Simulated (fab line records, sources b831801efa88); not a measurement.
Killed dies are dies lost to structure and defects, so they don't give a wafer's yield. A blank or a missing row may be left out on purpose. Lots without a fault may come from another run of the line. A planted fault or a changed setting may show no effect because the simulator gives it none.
One fault seen from 2 desks | flow sky130 | each desk has only its own numbers; what lay behind them comes last

THE TOOL OWNER'S DESK: cmp-01
The tool's own readings at SKY_VIA3_CMP_24 (polishes, stops on SiO2, t overpolish 20 s, target thk 0 nm): means of the sampled wafers that have a number, for each lot that ran on this tool. A lot is out of limits, marked OUT, if its mean lies more than 4 standard deviations from the usual mean; the brackets give that distance.
Columns: A = edge_zone_pressure_frac at SKY_VIA3_CMP_24, usual 0.999; B = head_pressure_psi at SKY_VIA3_CMP_24, usual 3.499 psi; C = motor_current_A at SKY_VIA3_CMP_24, usual 11.0 A; D = overpolish_run_s at SKY_VIA3_CMP_24, usual 20.001 s; E = time_to_endpoint_s at SKY_VIA3_CMP_24, usual 95 s
lot  | first seen here | A     | B     | C    | D                        | E
L886 | day 41 04:35    | 0.996 | 3.498 | 12.4 | 20.007                   | 92
L888 | day 41 06:31    | 0.998 | 3.506 | 11.4 | 20.001                   | 96
L887 | day 41 07:17    | 1.002 | 3.493 | 11.2 | 19.997                   | 94
L902 | day 44 16:11    | 0.999 | 3.503 | 12.1 | 13.346 (-99 or more) OUT | 112 (+5.2) OUT
L903 | day 44 20:53    | 1.000 | 3.490 | 11.3 | 13.357 (-99 or more) OUT | 112 (+5.3) OUT
This desk's finding: out of limits on L902, L903; first on L902, day 44 16:11 (overpolish_run_s at SKY_VIA3_CMP_24). In limits: L886, L888, L887.

THE METROLOGY DESK
What the gauges read, lot by lot, whatever tool the lot ran on: means of the sampled wafers that have a number. A lot is out of limits, marked OUT, if its mean lies more than 4 standard deviations from the usual mean; the brackets give that distance.
Columns: A = VIA1_OVL at SKY_VIA1_OVL_MEAS_13, usual 2 nm
lot  | first seen here | A
L886 | day 35 14:11    | 1
L888 | day 35 14:53    | 6
L887 | day 35 17:17    | 9
L891 | day 36 05:47    | -8
L896 | day 37 16:39    | 8
L902 | day 39 11:29    | -4
L903 | day 39 18:17    | 3
L904 | day 40 02:44    | 2
L905 | day 40 03:35    | 6
L907 | day 40 11:38    | -1
L906 | day 40 17:32    | 3
This desk's finding: nothing out of limits on any of the 11 lots.

PUT TOGETHER
The tool owner's desk could have raised an alarm at day 44 16:11, on L902, L903.
The metrology desk saw nothing out of limits.
The metrology desk has L902, L903 on record, within its limits.
Of the lots named, all ran SKY_VIA3_CMP_24 on cmp-01.

WHAT THE SIMULATOR HAD PUT IN
Process parameter drift: cmp-01, from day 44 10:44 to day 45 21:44, at SKY_VIA3_CMP_24. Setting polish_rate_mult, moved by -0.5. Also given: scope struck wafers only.
Lots struck among those shown: L902, L903.
Hours from the fault's start to each desk's first reading out of limits: the tool owner's desk, 5.
